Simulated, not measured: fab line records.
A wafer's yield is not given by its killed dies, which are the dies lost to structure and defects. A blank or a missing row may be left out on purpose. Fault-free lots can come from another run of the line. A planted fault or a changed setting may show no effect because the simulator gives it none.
Matching of chambers -- flow sky130 -- SKY_VIA2_CMP_24 on cmp-01: 4 sister chambers
The step polishes, stops on SiO2, t overpolish 20 s, target thk 0 nm. 4 wafers are shown with their chamber, then 7 later ones without.

EACH WAFER AND ITS CHAMBER
wafer,chamber,motorCurrentA (A)
L286.4,2,13.3
L286.6,1,11.1
L287.1,3,11.0
L287.2,0,12.8

WAFERS WITH NO CHAMBER GIVEN
wafer,motorCurrentA (A)
L287.6,13.2
L292.1,11.3
L292.3,13.4
L292.4,11.4
L293.4,13.7
L293.5,13.2
L293.6,11.5

EACH ONE'S CHAMBER
wafer,from the rows above,in truth
L287.6,can't be placed: 2 or 0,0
L292.1,can't be placed: 1 or 3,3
L292.3,can't be placed: 2 or 0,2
L292.4,can't be placed: 1 or 3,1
L293.4,can't be placed: 2 or 0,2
L293.5,can't be placed: 2 or 0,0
L293.6,can't be placed: 1 or 3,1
Placed correctly: 0 of 7. These rows do not allow placing 7 (true chamber among the candidates in 7). 0 placed wrongly.
How it was worked out, from the rows above alone: a wafer's distance from a chamber is the root of the sum, over the readings, of the square of ((its reading less the chamber's mean) divided by the reading's scatter). The wafer belongs to the nearest chamber; if the next one is less than 2 further off, it can't be placed. Each chamber's mean is taken over the wafers shown for it. The scatter: with one shown wafer a chamber, the root of the mean of the squares of how far each hidden wafer lies from its nearest shown one.
